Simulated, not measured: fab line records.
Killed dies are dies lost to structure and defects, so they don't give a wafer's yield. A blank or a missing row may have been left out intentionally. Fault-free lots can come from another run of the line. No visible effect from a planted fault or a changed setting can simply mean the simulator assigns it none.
Which tool did it? + flow sky130 + 18 wafers sampled from 6 lots at 1 step of a route of 708

== WHAT THE GAUGES READ, wafer by wafer ==
SKY_NWELL_OVL_MEAS_10.
| lot  | measured    | on         | NWELL_00_OVL (nm) |
|------|-------------|------------|-------------------|
| L100 | day 5 14:23 | overlay-02 | -2.3 -1.4 -2.8    |
| L102 | day 6 00:59 | overlay-02 | 0.1 1.4 1.1       |
| L104 | day 6 14:19 | overlay-02 | -1.2 -1.0 -0.7    |
| L112 | day 8 10:49 | overlay-01 | -1.6 -1.5 0.6     |
| L114 | day 8 22:16 | overlay-02 | 1.3 0.1 -1.2      |
| L116 | day 9 11:10 | overlay-01 | 0.1 2.7 0.9       |

== EACH LOT AND THE TOOL THAT RAN IT (in order: tool; ch and the chambers of the sampled wafers; start) ==
The record shows no process step preceding these readings.

== THE ANSWER, worked out from the rows above alone ==
Rule: the lots themselves supply what counts as usual. Put in order of their means at a reading, lots are off if they are a third of the lots or fewer, leave a main group of 4 or more, and stand apart from it by a gap of 3 or more times the standard deviation of the main group's means; of several such gaps the widest counts. A main group whose means are all the same, to the digits that the tables above print for the reading, isn't used. A lot without any number at a reading at which 4 lots or more have one is off too. All remaining lots with rows at the step are treated as sound.
Across all readings shown, no lot is off: no conclusion can be drawn from this.

== WHAT HAD BEEN PUT IN BY THE SIMULATOR ==
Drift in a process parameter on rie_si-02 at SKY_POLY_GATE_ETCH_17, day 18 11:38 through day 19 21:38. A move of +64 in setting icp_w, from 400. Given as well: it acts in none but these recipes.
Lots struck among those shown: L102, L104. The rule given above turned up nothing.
